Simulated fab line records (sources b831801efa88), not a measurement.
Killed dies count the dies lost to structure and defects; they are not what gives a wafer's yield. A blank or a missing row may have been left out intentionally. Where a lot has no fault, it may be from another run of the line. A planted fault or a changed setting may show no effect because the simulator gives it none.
8D (eight disciplines) problem report, filled in by code ; flow sky130 ; the parts of the form that need people (team, actions taken, sign-off) are left out

== 1. THE ISSUE ==
At SKY_PAD_OPEN_PROBE_99, killed at other averages 55.5 over 6 wafers from 2 lots, while fault-free wafers read 0.2, standard deviation 0.41. So: +99 or more standard deviations from the usual mean.
First seen on wafer L986.1, day 49 06:55, on prober-01. The record has a number at this step for 18 wafers belonging to 6 lots. Rule for "out", or "out of limits": more than 4 standard deviations from the usual mean. The other wafers with a number count as sound.

== 2. WHAT IT IS AND WHAT IT IS NOT ==
question;is;is not
which readings at this step;killed at other, defect limited yield, killed dies, sort n pass, sort yield pct;killed_at_M0_to_M3, killed_at_M4_up, killed at contacts, killed open
which lots;L986, L987;L975, L978, L985, L989
which wafers of those lots;all that have a number;-
read on which tools;prober-01, prober-02;-
when;from day 49 06:55;"up to then (9 sound wafers); but 3 sound wafers of L989 came after"

== 3. SUSPECTS, AND WHAT RULES EACH OUT ==
Counting: a tool at any process step up to the reading remains a suspect when it ran all the lots that are out and ran no sound lot after the first of those.
- rie metal-04 at SKY_CAPM_METAL_ETCH_13 (etches TiN in Cl2/BCl3, stops on SiO2, target depth 220 nm, time 62.9 s): kept. All lots that are out passed through it, beginning with L986 at day 41 19:29, and no sound lot followed; its final sound lot before that point was L985 at day 41 14:48.
- rie metal-01 at SKY_METAL5_METAL_ETCH_15 (etches the open film in Cl2/BCl3, stops on SiO2, target depth 1260 nm, time 252 s): kept. All lots that are out passed through it, beginning with L986 at day 47 14:19, and no sound lot followed; its final sound lot before that point was L985 at day 47 11:07.
Left after counting: rie metal-04 at SKY_CAPM_METAL_ETCH_13, rie metal-01 at SKY_METAL5_METAL_ETCH_15.

== 4. THE CAUSE (what the simulator had put in) ==
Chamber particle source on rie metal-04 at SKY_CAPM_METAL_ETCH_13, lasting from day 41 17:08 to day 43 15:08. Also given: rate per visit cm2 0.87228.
Counting left 2 suspects, and this tool is among them.

== 5. SEQUENCE OF EFFECTS, ordered by route ==
Each row: a reading where the mean over the struck wafers with a number is more than 3 standard deviations away from the usual. Only readings for which the record gives a usual standard deviation are gone through. hours: the time from each lot's start at the first step in this table that gives one to its start at this step, as a median over the lots. sigmas: the change in usual standard deviations.
hours;step;reading;usual;on struck wafers;change;sigmas
0;SKY_PAD_OPEN_PROBE_99;defect limited yield;82.8 %;72.0;-10.8;-5.4
0;SKY_PAD_OPEN_PROBE_99;killed at other;0.2;55.5;+55.3;+99 or more
0;SKY_PAD_OPEN_PROBE_99;killed dies;84;138;+54;+5.6
0;SKY_PAD_OPEN_PROBE_99;sort_bin_3_pad_short;0.8 %;3.3;+2.5;+5.8
0;SKY_PAD_OPEN_PROBE_99;sort_bin_5_function;10.1 %;17.7;+7.6;+5.4
0;SKY_PAD_OPEN_PROBE_99;sort n pass;408;354;-54;-5.6
0;SKY_PAD_OPEN_PROBE_99;sort yield pct;82.8 %;72.0;-10.8;-5.4
Its process steps:
- SKY_PAD_OPEN_PROBE_99

== 6. WHAT WOULD HAVE CAUGHT IT SOONER ==
182 hours passed between the start of the fault at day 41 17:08 and the first reading out of limits in this record, taken at day 49 06:55.
An alarm limit of 4 standard deviations would not have fired on the tool readings at SKY_CAPM_METAL_ETCH_13 for which the record gives a usual standard deviation, since none of them was out on any struck wafer.
By day 49 06:55, every lot that is out (2) had started SKY_CAPM_METAL_ETCH_13 on rie metal-04. Holding the tool at that point would not have protected any of them.
